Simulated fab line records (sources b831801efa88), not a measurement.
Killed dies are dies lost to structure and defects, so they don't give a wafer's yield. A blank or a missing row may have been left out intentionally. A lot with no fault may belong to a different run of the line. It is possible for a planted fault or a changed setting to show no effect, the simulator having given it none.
fab line records ; flow gf180mcu ; part 1 of 2: steps 1 to 23 of 33
record lots=5; wafers=15; last-day=34
route steps=602 shown HV_LDD@223 NSD@235 PSD@248
lots untouched by any fault: they come from a run of this same line in which no faults occurred
start-h: the number of hours between the record's first day and the start of the first shown wafer of the lot ; wait-h: how many hours have passed since the lot's step before this one ; " the same as in the row above ; L1.1+2: one row covering several wafers at once ; - value missing, or start not given ; * or withheld: withheld ; < > ~ a bound
route shown NAME@n: names a module that has steps shown in the file, with the first one's number in the route ; usual: the fault-free wafers' mean and standard deviation ; same: alike in all rows ; chamber/n: place in a boat ; sites: per-site readings ; _std_site: standard deviation of those values ; _edge_site: mean of outer sites minus mean of inner sites ; radius-mm: how far each site lies from the wafer's centre ; mask NAME#n: copy n ; behind: tool/chamber where the wafer was last shaped ; hold: why the lot went on hold/how many hours it stayed there/how the hold came to an end ; device: whichever transistor did not switch (one of n, p or np) ; end of line: at the end of the route, the tests of the same wafers ; where a step has no rows: the recipe by itself ; killed: at the first sort, the dies lost to defects and structure; wafer yield is something else ; map: dies across one wafer; x = killed, . = not, _ = none there
set.NAME: setting as actually run; set.NAME@STEP: the setting as run at that earlier step ; model.NAME: the simulator's own value behind a step, which no gauge read
lots seen at some steps along the route; tables by step, rows by wafer
services: the hour from which a tool's chamber was out of use, counted from the record's first day as start-h (under 0 if before that day), plus the number of hours and why
## steps
# step GF_HV_LDD_OVL_MEAS_47
# usual HV_LDD_03_OVL=0.9/1.7
lot.wafer;tool;chamber;start-h;wait-h;HV_LDD_03_OVL[nm]
L080.1;overlay-02;-;314.09;0.1;1.6
L080.3;overlay-02;-;314.09;0.1;1.7
L080.4;overlay-02;-;314.09;0.1;1.5
L084.1;overlay-01;-;348.09;0.1;0.4
L084.5;overlay-01;-;348.09;0.1;2.4
L084.6;overlay-01;-;348.09;0.1;0.3
L088.2;overlay-01;-;386.63;0.1;1.5
L088.4;overlay-01;-;386.63;0.1;0.7
L088.6;overlay-01;-;386.63;0.1;1.3
L089.2;overlay-02;-;399.83;0.1;2.0
L089.5;overlay-02;-;399.83;0.1;1.8
L089.6;overlay-02;-;399.83;0.1;2.9
L094.2;overlay-01;-;441.28;0.1;0.7
L094.3;overlay-01;-;441.28;0.1;0.9
L094.6;overlay-01;-;441.28;0.1;-0.6
# step GF_HV_LDD_IMPLANT_48
# recipe species=B; energy-kev=25; dose-cm2=3e+13; tilt-deg=7
# usual dose-ions-cm2=3e+13/3.7e+10; faraday-current-uA=169/3.4
lot.wafer;tool;chamber;start-h;wait-h;dose-ions-cm2;faraday-current-uA
L080.1;implanter-04;0;314.12;0.0;2.99e+13;168
L080.3;implanter-04;0;314.12;0.0;2.996e+13;175
L080.4;implanter-04;0;314.12;0.0;2.998e+13;170
L084.1;implanter-04;0;348.12;0.0;3.006e+13;174
L084.5;implanter-04;0;348.12;0.0;3.004e+13;173
L084.6;implanter-04;0;348.12;0.0;3.002e+13;166
L088.2;implanter-03;0;386.69;0.0;2.999e+13;173
L088.4;implanter-03;0;386.69;0.0;2.999e+13;173
L088.6;implanter-03;0;386.69;0.0;3.004e+13;165
L089.2;implanter-04;0;399.89;0.0;2.999e+13;179
L089.5;implanter-04;0;399.89;0.0;2.996e+13;174
L089.6;implanter-04;0;399.89;0.0;2.997e+13;175
L094.2;implanter-04;0;441.34;0.0;2.997e+13;173
L094.3;implanter-04;0;441.34;0.0;2.992e+13;165
L094.6;implanter-04;0;441.34;0.0;2.996e+13;169
# step GF_HV_LDD_STRIP_49
# recipe chemistry=O2/N2; power-w=1400; pressure-mtorr=1500; platen-temp-c=250; o2-flow-sccm=3000; n2-flow-sccm=300; overash-fraction=0.5
# usual chamber-pressure-mTorr=1500.0/1.4; drypump-motor-current-A=5.72/0.12; heater-power-w=336/36; oes-product-au=0.716/0.0044; strip-time-to-endpoint-s=12.64/0.041
lot.wafer;tool;chamber;start-h;wait-h;chamber-pressure-mTorr;drypump-motor-current-A;heater-power-w;oes-product-au;rf-hours-counter-h;strip-time-to-endpoint-s
L080.1;plasma-asher-02;0;314.27;0.1;1499.8;5.56;321;0.716;64;12.75
L080.3;plasma-asher-02;0;314.27;0.1;1502.0;5.57;329;0.713;-;12.73
L080.4;plasma-asher-02;1;314.27;0.1;1500.0;5.87;296;0.721;-;12.73
L084.1;plasma-asher-02;0;348.27;0.1;1501.3;5.56;329;0.718;67;12.65
L084.5;plasma-asher-02;1;348.27;0.1;1498.9;5.81;299;0.712;-;12.68
L084.6;plasma-asher-02;0;348.27;0.1;1502.5;5.57;335;0.718;-;12.64
L088.2;plasma-asher-02;1;386.81;0.1;1500.7;5.82;293;0.722;71;12.59
L088.4;plasma-asher-02;0;386.81;0.1;1498.7;5.56;326;0.714;-;12.58
L088.6;plasma-asher-02;1;386.81;0.1;1500.1;5.85;296;0.720;-;12.62
L089.2;plasma-asher-02;0;400.01;0.1;1500.6;5.57;331;0.711;72;12.67
L089.5;plasma-asher-02;0;400.01;0.1;1499.0;5.54;325;0.719;-;12.70
L089.6;plasma-asher-02;1;400.01;0.1;1499.5;5.83;292;0.714;-;12.66
L094.2;plasma-asher-03;1;441.46;0.1;1500.8;5.89;382;0.716;66;12.61
L094.3;plasma-asher-03;1;441.46;0.1;1501.1;5.91;384;0.718;-;12.60
L094.6;plasma-asher-03;0;441.46;0.1;1501.3;5.70;368;0.715;-;12.60
# step GF_HV_LDD_TW_MEAS_50
# usual HV_LDD_4_TW=568/5.7
lot.wafer;tool;chamber;start-h;wait-h;HV_LDD_4_TW
L080.1;film-metro-03;-;314.37;0.1;565
L080.3;film-metro-03;-;314.37;0.1;566
L080.4;film-metro-03;-;314.37;0.1;563
L084.1;film-metro-03;-;348.37;0.1;560
L084.5;film-metro-03;-;348.37;0.1;559
L084.6;film-metro-03;-;348.37;0.1;558
L088.2;film-metro-01;-;386.92;0.1;577
L088.4;film-metro-01;-;386.92;0.1;575
L088.6;film-metro-01;-;386.92;0.1;579
L089.2;film-metro-02;-;400.12;0.1;570
L089.5;film-metro-02;-;400.12;0.1;566
L089.6;film-metro-02;-;400.12;0.1;568
L094.2;film-metro-02;-;441.57;0.1;568
L094.3;film-metro-02;-;441.57;0.1;564
L094.6;film-metro-02;-;441.57;0.1;566
# step GF_HV_LDD_CLEAN_51
# recipe chemistry=SC1/SC2; mix=1:4:20; temp-c=70; time-s=150; dry=n2-spin
lot.wafer;tool;chamber;start-h;wait-h
L080.1+3+4;wet-bench-02;1;314.43;0.1
L084.1+5+6;wet-bench-02;1;348.43;0.1
L088.2+4+6;wet-bench-02;2;386.97;0.0
L089.2+5+6;wet-bench-03;1;400.17;0.0
L094.2+3+6;wet-bench-03;1;441.62;0.0
# step GF_HV_LDD_RTA_52
# recipe temp-c=1000; time-s=10; ambient=N2
# usual lamp-power-pct=32.0/0.82; wafer_temp_C_max=1006.0/1.5
lot.wafer;tool;chamber;start-h;wait-h;lamp-power-pct;wafer_temp_C_max
L080.1;rtp-anneal-01;0;314.53;0.0;32.7;1004.1
L080.3;rtp-anneal-01;0;314.53;0.0;32.8;1004.4
L080.4;rtp-anneal-01;0;314.53;0.0;32.7;1005.0
L084.1;rtp-anneal-02;0;348.48;0.0;31.2;1005.2
L084.5;rtp-anneal-02;0;348.48;0.0;31.1;1008.3
L084.6;rtp-anneal-02;0;348.48;0.0;31.1;1006.7
L088.2;rtp-anneal-01;0;387.04;0.0;32.8;1005.4
L088.4;rtp-anneal-01;0;387.04;0.0;32.8;1005.0
L088.6;rtp-anneal-01;0;387.04;0.0;32.8;1005.7
L089.2;rtp-anneal-01;0;400.23;0.0;32.8;1004.6
L089.5;rtp-anneal-01;0;400.23;0.0;32.8;1006.4
L089.6;rtp-anneal-01;0;400.23;0.0;32.8;1003.8
L094.2;rtp-anneal-02;0;441.69;0.0;31.1;1010.2
L094.3;rtp-anneal-02;0;441.69;0.0;31.1;1006.6
L094.6;rtp-anneal-02;0;441.69;0.0;31.1;1006.9
# step GF_HV_LDD_CVD_54
# recipe material=SiO2; target-thk-nm=10; precursor=TEOS; temp-c=680; time-s=75; pressure-mtorr=400
# usual spike-tc-top-C=695/3.9
lot.wafer;tool;chamber;start-h;wait-h;spike-tc-top-C
L080.1;lpcvd-02;1;314.72;0.1;701
L080.3;lpcvd-02;1;314.72;0.1;701
L080.4;lpcvd-02;1;314.72;0.1;701
L084.1;lpcvd-02;1;348.99;0.4;700
L084.5;lpcvd-02;1;348.99;0.4;700
L084.6;lpcvd-02;1;348.99;0.4;700
L088.2;lpcvd-02;0;387.21;0.1;696
L088.4;lpcvd-02;0;387.21;0.1;696
L088.6;lpcvd-02;0;387.21;0.1;696
L089.2;lpcvd-01;1;400.41;0.1;695
L089.5;lpcvd-01;1;400.41;0.1;696
L089.6;lpcvd-01;1;400.41;0.1;695
L094.2;lpcvd-02;1;441.99;0.2;700
L094.3;lpcvd-02;1;441.99;0.2;700
L094.6;lpcvd-02;1;441.99;0.2;700
# step GF_HV_LDD_THK_MEAS_55
# recipe reads=SiO2_of_HV_LDD_CVD_54
# usual HV_LDD_CVD_54_THK=10.04/0.13
lot.wafer;tool;chamber;start-h;wait-h;HV_LDD_CVD_54_THK[nm]
L080.1;film-metro-03;-;315.74;0.0;9.73
L080.3;film-metro-03;-;315.74;0.0;9.90
L080.4;film-metro-03;-;315.74;0.0;9.86
L084.1;film-metro-03;-;350.01;0.0;10.02
L084.5;film-metro-03;-;350.01;0.0;10.07
L084.6;film-metro-03;-;350.01;0.0;10.00
L088.2;film-metro-02;-;388.25;0.0;10.17
L088.4;film-metro-02;-;388.25;0.0;10.10
L088.6;film-metro-02;-;388.25;0.0;10.04
L089.2;film-metro-01;-;401.44;0.0;10.16
L089.5;film-metro-01;-;401.44;0.0;10.18
L089.6;film-metro-01;-;401.44;0.0;10.13
L094.2;film-metro-02;-;443.02;0.0;9.90
L094.3;film-metro-02;-;443.02;0.0;10.03
L094.6;film-metro-02;-;443.02;0.0;9.97
# step GF_HV_LDD_CVD_56
# recipe material=Si3N4; precursor=DCS/NH3; target-thk-nm=90; temp-c=770; time-s=1543; pressure-mtorr=250
# usual spike-tc-top-C=782/3.6
lot.wafer;tool;chamber;start-h;wait-h;spike-tc-top-C
L080.1;lpcvd-01;1;315.80;0.1;781
L080.3;lpcvd-01;1;315.80;0.1;781
L080.4;lpcvd-01;1;315.80;0.1;782
L084.1;lpcvd-02;1;350.07;0.1;788
L084.5;lpcvd-02;1;350.07;0.1;787
L084.6;lpcvd-02;1;350.07;0.1;787
L088.2;lpcvd-02;1;388.30;0.0;787
L088.4;lpcvd-02;1;388.30;0.0;789
L088.6;lpcvd-02;1;388.30;0.0;785
L089.2;lpcvd-02;0;401.49;0.0;784
L089.5;lpcvd-02;0;401.49;0.0;782
L089.6;lpcvd-02;0;401.49;0.0;784
L094.2;lpcvd-02;1;443.07;0.0;788
L094.3;lpcvd-02;1;443.07;0.0;789
L094.6;lpcvd-02;1;443.07;0.0;788
# step GF_HV_LDD_THK_MEAS_57
# recipe reads=Si3N4_of_HV_LDD_CVD_56
# usual HV_LDD_CVD_56_THK=89.8/0.87
lot.wafer;tool;chamber;start-h;wait-h;HV_LDD_CVD_56_THK[nm]
L080.1;film-metro-03;-;317.23;0.0;90.3
L080.3;film-metro-03;-;317.23;0.0;89.4
L080.4;film-metro-03;-;317.23;0.0;88.7
L084.1;film-metro-01;-;351.50;0.0;88.5
L084.5;film-metro-01;-;351.50;0.0;89.1
L084.6;film-metro-01;-;351.50;0.0;89.1
L088.2;film-metro-01;-;389.73;0.0;90.4
L088.4;film-metro-01;-;389.73;0.0;91.4
L088.6;film-metro-01;-;389.73;0.0;91.3
L089.2;film-metro-03;-;402.93;0.0;90.0
L089.5;film-metro-03;-;402.93;0.0;89.2
L089.6;film-metro-03;-;402.93;0.0;89.4
L094.2;film-metro-01;-;444.51;0.0;92.0
L094.3;film-metro-01;-;444.51;0.0;91.3
L094.6;film-metro-01;-;444.51;0.0;91.6
# step GF_HV_LDD_ETCHBACK_58
# recipe chemistry=CH3F/O2; target=Si3N4; stop-on=SiO2; source-w=400; bias-w=80; pressure-mtorr=25; ch3f-flow-sccm=40; O2_flow_sccm=30; time-s=100; target-depth-a=900
# usual ch3f-flow-sccm=40.01/0.11; chamber-pressure-mTorr=25.001/0.021; drypump-motor-current-A=5.9/0.34; oes-product-au=0.842/0.006; throttle-valve-pct=10.561/0.0085
lot.wafer;tool;chamber;start-h;wait-h;ch3f-flow-sccm;chamber-pressure-mTorr;drypump-motor-current-A;oes-product-au;rf-hours-counter-h;throttle-valve-pct
L080.1;rie-diel-01;3;317.29;0.1;39.82;24.970;6.2;0.849;113;10.564
L080.3;rie-diel-01;1;317.29;0.1;40.13;25.029;6.2;0.840;53;10.571
L080.4;rie-diel-01;0;317.29;0.1;40.00;24.974;5.5;0.834;125;10.562
L084.1;rie-diel-03;1;351.56;0.1;40.13;24.999;6.0;0.836;6;10.555
L084.5;rie-diel-03;1;351.56;0.1;40.12;25.045;6.1;0.830;-;10.562
L084.6;rie-diel-03;3;351.56;0.1;39.89;25.024;6.4;0.834;-;10.558
L088.2;rie-diel-01;1;389.78;0.0;40.09;24.963;6.1;0.840;55;10.551
L088.4;rie-diel-01;0;389.78;0.0;40.05;24.987;5.5;0.853;-;10.571
L088.6;rie-diel-01;1;389.78;0.0;40.02;24.988;6.1;0.847;-;10.560
L089.2;rie-diel-03;0;402.98;0.0;40.08;25.042;5.8;0.847;2;10.561
L089.5;rie-diel-03;1;402.98;0.0;39.92;25.032;6.1;0.838;-;10.551
L089.6;rie-diel-03;0;402.98;0.0;40.04;24.975;5.8;0.840;-;10.552
L094.2;rie-diel-03;1;444.56;0.0;40.06;25.007;6.0;0.847;9;10.557
L094.3;rie-diel-03;2;444.56;0.0;40.22;24.990;5.5;0.855;1;10.573
L094.6;rie-diel-03;0;444.56;0.0;40.04;24.987;5.8;0.849;-;10.560
# step GF_NSD_DEHYDRATE_00
# recipe temp-c=200; time-s=60
# usual chill-plate-temp-C=23.02/0.11
lot.wafer;tool;chamber;start-h;wait-h;chill-plate-temp-C
L080.1;litho-track-02;0;327.34;10.0;23.03
L080.3;litho-track-02;0;327.34;10.0;22.94
L080.4;litho-track-02;0;327.34;10.0;23.14
L084.1;litho-track-03;0;361.48;9.9;22.89
L084.5;litho-track-03;0;361.48;9.9;23.03
L084.6;litho-track-03;0;361.48;9.9;22.92
L088.2;litho-track-01;0;400.99;11.2;23.13
L088.4;litho-track-01;0;400.99;11.2;23.07
L088.6;litho-track-01;0;400.99;11.2;23.07
L089.2;litho-track-02;0;412.51;9.5;23.11
L089.5;litho-track-02;0;412.51;9.5;23.24
L089.6;litho-track-02;0;412.51;9.5;23.11
L094.2;litho-track-01;0;456.34;11.7;22.91
L094.3;litho-track-01;0;456.34;11.7;22.74
L094.6;litho-track-01;0;456.34;11.7;22.91
# step GF_NSD_HMDS_01
# recipe prime-time-s=60; prime-temp-c=120
# usual chill-plate-temp-C=23.02/0.096
lot.wafer;tool;chamber;start-h;wait-h;chill-plate-temp-C
L080.1;litho-track-02;0;327.49;0.1;23.19
L080.3;litho-track-02;0;327.49;0.1;23.03
L080.4;litho-track-02;0;327.49;0.1;23.06
L084.1;litho-track-03;0;361.63;0.1;23.04
L084.5;litho-track-03;0;361.63;0.1;23.02
L084.6;litho-track-03;0;361.63;0.1;22.96
L088.2;litho-track-01;0;401.14;0.1;22.95
L088.4;litho-track-01;0;401.14;0.1;22.91
L088.6;litho-track-01;0;401.14;0.1;22.98
L089.2;litho-track-02;0;412.66;0.1;22.95
L089.5;litho-track-02;0;412.66;0.1;23.06
L089.6;litho-track-02;0;412.66;0.1;23.12
L094.2;litho-track-01;0;456.49;0.1;23.15
L094.3;litho-track-01;0;456.49;0.1;23.01
L094.6;litho-track-01;0;456.49;0.1;23.00
# step GF_NSD_COAT_02
# recipe resist=NOVOLAK; spin-rpm=3000; resist-thk-nm=1000
# usual chill-plate-temp-C=22.99/0.1
lot.wafer;tool;chamber;start-h;wait-h;chill-plate-temp-C
L080.1;litho-track-02;0;327.64;0.1;23.02
L080.3;litho-track-02;0;327.64;0.1;23.13
L080.4;litho-track-02;0;327.64;0.1;22.95
L084.1;litho-track-03;0;361.78;0.1;23.06
L084.5;litho-track-03;0;361.78;0.1;22.94
L084.6;litho-track-03;0;361.78;0.1;22.98
L088.2;litho-track-01;0;401.29;0.1;22.85
L088.4;litho-track-01;0;401.29;0.1;22.98
L088.6;litho-track-01;0;401.29;0.1;23.06
L089.2;litho-track-02;0;412.81;0.1;23.10
L089.5;litho-track-02;0;412.81;0.1;23.09
L089.6;litho-track-02;0;412.81;0.1;23.03
L094.2;litho-track-01;0;456.64;0.1;22.89
L094.3;litho-track-01;0;456.64;0.1;22.82
L094.6;litho-track-01;0;456.64;0.1;22.97
# step GF_NSD_SOFTBAKE_03
# recipe temp-c=90; time-s=60; resist=NOVOLAK
# usual chill-plate-temp-C=23.00/0.11
lot.wafer;tool;chamber;start-h;wait-h;chill-plate-temp-C
L080.1;litho-track-02;0;327.79;0.1;22.83
L080.3;litho-track-02;0;327.79;0.1;23.04
L080.4;litho-track-02;0;327.79;0.1;22.96
L084.1;litho-track-03;0;361.93;0.1;23.32
L084.5;litho-track-03;0;361.93;0.1;23.06
L084.6;litho-track-03;0;361.93;0.1;23.32
L088.2;litho-track-01;0;401.44;0.1;23.11
L088.4;litho-track-01;0;401.44;0.1;22.96
L088.6;litho-track-01;0;401.44;0.1;22.93
L089.2;litho-track-02;0;412.96;0.1;22.94
L089.5;litho-track-02;0;412.96;0.1;23.03
L089.6;litho-track-02;0;412.96;0.1;22.89
L094.2;litho-track-01;0;456.79;0.1;23.01
L094.3;litho-track-01;0;456.79;0.1;23.08
L094.6;litho-track-01;0;456.79;0.1;23.19
# step GF_NSD_EXPOSE_04
# recipe mask-id=Nplus; target-cd-nm=400; na=0.6; source-shape=conventional; sigma-outer=0.6; dose-mj=138
# usual stage-vel-mm-s=499.95/0.25
lot.wafer;tool;chamber;start-h;wait-h;mask;stage-vel-mm-s
L080.1;iline-stepper-01;0;-;-;Nplus#0;500.31
L080.3;iline-stepper-01;0;-;-;Nplus#0;499.85
L080.4;iline-stepper-01;0;-;-;Nplus#0;500.39
L084.1;iline-stepper-02;0;-;-;Nplus#0;499.56
L084.5;iline-stepper-02;0;-;-;Nplus#0;499.38
L084.6;iline-stepper-02;0;-;-;Nplus#0;500.08
L088.2;iline-stepper-02;0;-;-;Nplus#0;499.77
L088.4;iline-stepper-02;0;-;-;Nplus#0;500.14
L088.6;iline-stepper-02;0;-;-;Nplus#0;499.77
L089.2;iline-stepper-02;0;-;-;Nplus#0;499.56
L089.5;iline-stepper-02;0;-;-;Nplus#0;499.67
L089.6;iline-stepper-02;0;-;-;Nplus#0;500.21
L094.2;iline-stepper-02;0;-;-;Nplus#0;499.88
L094.3;iline-stepper-02;0;-;-;Nplus#0;499.92
L094.6;iline-stepper-02;0;-;-;Nplus#0;499.79
# step GF_NSD_PEB_05
# recipe temp-c=withheld; time-s=*; resist=NOVOLAK
# usual chill-plate-temp-C=*
lot.wafer;tool;chamber;start-h;wait-h;chill-plate-temp-C
L080.1;litho-track-03;0;-;-;*
L080.3;litho-track-03;0;-;-;*
L080.4;litho-track-03;0;-;-;*
L084.1;litho-track-01;0;-;-;*
L084.5;litho-track-01;0;-;-;*
L084.6;litho-track-01;0;-;-;*
L088.2;litho-track-03;0;-;-;*
L088.4;litho-track-03;0;-;-;*
L088.6;litho-track-03;0;-;-;*
L089.2;litho-track-01;0;-;-;*
L089.5;litho-track-01;0;-;-;*
L089.6;litho-track-01;0;-;-;*
L094.2;litho-track-01;0;-;-;*
L094.3;litho-track-01;0;-;-;*
L094.6;litho-track-01;0;-;-;*
# step GF_NSD_DEVELOP_06
# recipe develop-time-s=60; dev-temp-c=23
# usual chill-plate-temp-C=23.00/0.1
lot.wafer;tool;chamber;start-h;wait-h;chill-plate-temp-C
L080.1;litho-track-03;0;337.83;0.1;22.91
L080.3;litho-track-03;0;337.83;0.1;23.05
L080.4;litho-track-03;0;337.83;0.1;22.96
L084.1;litho-track-01;0;373.32;0.1;22.95
L084.5;litho-track-01;0;373.32;0.1;22.97
L084.6;litho-track-01;0;373.32;0.1;22.88
L088.2;litho-track-03;0;412.16;0.1;23.18
L088.4;litho-track-03;0;412.16;0.1;23.06
L088.6;litho-track-03;0;412.16;0.1;23.08
L089.2;litho-track-01;0;425.39;0.1;23.06
L089.5;litho-track-01;0;425.39;0.1;23.11
L089.6;litho-track-01;0;425.39;0.1;23.07
L094.2;litho-track-01;0;468.99;0.1;23.07
L094.3;litho-track-01;0;468.99;0.1;23.19
L094.6;litho-track-01;0;468.99;0.1;23.00
# step GF_NSD_CD_MEAS_07
# recipe target-cd-nm=400
# usual cd-nm=400.7/2.1
lot.wafer;tool;chamber;start-h;wait-h;cd-nm
L080.1;cd-sem-02;-;337.98;0.1;405.1
L080.3;cd-sem-02;-;337.98;0.1;403.4
L080.4;cd-sem-02;-;337.98;0.1;400.3
L084.1;cd-sem-01;-;373.47;0.1;402.6
L084.5;cd-sem-01;-;373.47;0.1;401.6
L084.6;cd-sem-01;-;373.47;0.1;401.3
L088.2;cd-sem-01;-;412.30;0.1;402.9
L088.4;cd-sem-01;-;412.30;0.1;402.9
L088.6;cd-sem-01;-;412.30;0.1;402.1
L089.2;cd-sem-01;-;425.54;0.1;397.7
L089.5;cd-sem-01;-;425.54;0.1;396.1
L089.6;cd-sem-01;-;425.54;0.1;399.0
L094.2;cd-sem-01;-;469.14;0.1;400.2
L094.3;cd-sem-01;-;469.14;0.1;400.7
L094.6;cd-sem-01;-;469.14;0.1;401.1
# step GF_NSD_OVL_MEAS_08
# usual NSD_OVL=0.9/1.6
lot.wafer;tool;chamber;start-h;wait-h;NSD_OVL[nm]
L080.1;overlay-01;-;338.10;0.1;0.2
L080.3;overlay-01;-;338.10;0.1;0.0
L080.4;overlay-01;-;338.10;0.1;1.8
L084.1;overlay-01;-;373.59;0.1;3.4
L084.5;overlay-01;-;373.59;0.1;1.3
L084.6;overlay-01;-;373.59;0.1;3.3
L088.2;overlay-01;-;412.41;0.1;2.0
L088.4;overlay-01;-;412.41;0.1;2.1
L088.6;overlay-01;-;412.41;0.1;2.6
L089.2;overlay-02;-;425.64;0.1;2.9
L089.5;overlay-02;-;425.64;0.1;2.4
L089.6;overlay-02;-;425.64;0.1;3.1
L094.2;overlay-01;-;469.24;0.1;-0.8
L094.3;overlay-01;-;469.24;0.1;-1.2
L094.6;overlay-01;-;469.24;0.1;-1.3
# step GF_NSD_IMPLANT_09
# recipe species=As; energy-kev=60; dose-cm2=4e+15; tilt-deg=7
# usual dose-ions-cm2=4e+15/4.1e+12; faraday-current-uA=12053/610
lot.wafer;tool;chamber;start-h;wait-h;dose-ions-cm2;faraday-current-uA
L080.1;implanter-03;0;338.14;0.0;3.997e+15;12389
L080.3;implanter-03;0;338.14;0.0;3.996e+15;12553
L080.4;implanter-03;0;338.14;0.0;3.999e+15;13060
L084.1;implanter-02;0;373.62;0.0;4.006e+15;11348
L084.5;implanter-02;0;373.62;0.0;4e+15;11174
L084.6;implanter-02;0;373.62;0.0;3.995e+15;11330
L088.2;implanter-03;0;412.46;0.0;3.998e+15;12986
L088.4;implanter-03;0;412.46;0.0;3.992e+15;12735
L088.6;implanter-03;0;412.46;0.0;3.994e+15;12839
L089.2;implanter-04;0;425.70;0.0;3.999e+15;12003
L089.5;implanter-04;0;425.70;0.0;4.003e+15;12233
L089.6;implanter-04;0;425.70;0.0;4.001e+15;12277
L094.2;implanter-02;0;469.30;0.0;3.997e+15;11290
L094.3;implanter-02;0;469.30;0.0;3.996e+15;11229
L094.6;implanter-02;0;469.30;0.0;3.993e+15;11278
# step GF_NSD_IMPLANT_10
# recipe species=P; energy-kev=40; dose-cm2=5e+14; tilt-deg=7
# usual dose-ions-cm2=5.001e+14/5.4e+11; faraday-current-uA=2790/57
lot.wafer;tool;chamber;start-h;wait-h;dose-ions-cm2;faraday-current-uA
L080.1;implanter-03;0;338.29;0.1;4.998e+14;2835
L080.3;implanter-03;0;338.29;0.1;4.996e+14;2803
L080.4;implanter-03;0;338.29;0.1;4.991e+14;2819
L084.1;implanter-02;0;373.77;0.1;5.001e+14;2849
L084.5;implanter-02;0;373.77;0.1;5e+14;2689
L084.6;implanter-02;0;373.77;0.1;5e+14;2738
L088.2;implanter-03;0;412.61;0.1;5.004e+14;2811
L088.4;implanter-03;0;412.61;0.1;5.003e+14;2862
L088.6;implanter-03;0;412.61;0.1;5.006e+14;2773
L089.2;implanter-04;0;425.85;0.1;5.002e+14;2695
L089.5;implanter-04;0;425.85;0.1;5.002e+14;2800
L089.6;implanter-04;0;425.85;0.1;5.003e+14;2745
L094.2;implanter-02;0;469.45;0.1;4.997e+14;2769
L094.3;implanter-02;0;469.45;0.1;4.998e+14;2787
L094.6;implanter-02;0;469.45;0.1;5.001e+14;2703
# step GF_NSD_STRIP_11
# recipe chemistry=O2/N2; power-w=1400; pressure-mtorr=1500; platen-temp-c=250; o2-flow-sccm=3000; n2-flow-sccm=300; overash-fraction=0.5
# usual chamber-pressure-mTorr=1499.8/1.2; drypump-motor-current-A=5.82/0.16; heater-power-w=347/31; oes-product-au=0.487/0.0049; strip-time-to-endpoint-s=22.96/0.034
lot.wafer;tool;chamber;start-h;wait-h;chamber-pressure-mTorr;drypump-motor-current-A;heater-power-w;oes-product-au;rf-hours-counter-h;strip-time-to-endpoint-s
L080.1;plasma-asher-03;1;338.44;0.1;1499.6;5.91;379;0.487;55;22.93
L080.3;plasma-asher-03;0;338.44;0.1;1500.5;5.69;377;0.481;-;22.92
L080.4;plasma-asher-03;1;338.44;0.1;1500.5;5.90;379;0.487;-;22.90
L084.1;plasma-asher-04;0;373.92;0.1;1499.1;5.88;321;0.490;27;22.93
L084.5;plasma-asher-04;0;373.92;0.1;1500.8;5.87;331;0.490;-;22.97
L084.6;plasma-asher-04;1;373.92;0.1;1500.5;6.08;355;0.476;-;22.94
L088.2;plasma-asher-03;1;412.74;0.1;1499.6;5.89;384;0.491;63;22.96
L088.4;plasma-asher-03;1;412.74;0.1;1498.5;5.90;377;0.479;-;23.00
L088.6;plasma-asher-03;1;412.74;0.1;1498.7;5.90;383;0.487;-;22.95
L089.2;plasma-asher-03;1;425.97;0.1;1500.8;5.94;394;0.493;64;23.02
L089.5;plasma-asher-03;0;425.97;0.1;1500.0;5.68;375;0.484;-;23.05
L089.6;plasma-asher-03;1;425.97;0.1;1498.6;5.93;383;0.491;-;23.02
L094.2;plasma-asher-03;1;469.57;0.1;1498.9;5.90;377;0.486;70;23.00
L094.3;plasma-asher-03;0;469.57;0.1;1499.1;5.69;370;0.489;-;22.97
L094.6;plasma-asher-03;1;469.57;0.1;1499.1;5.91;375;0.483;-;22.99
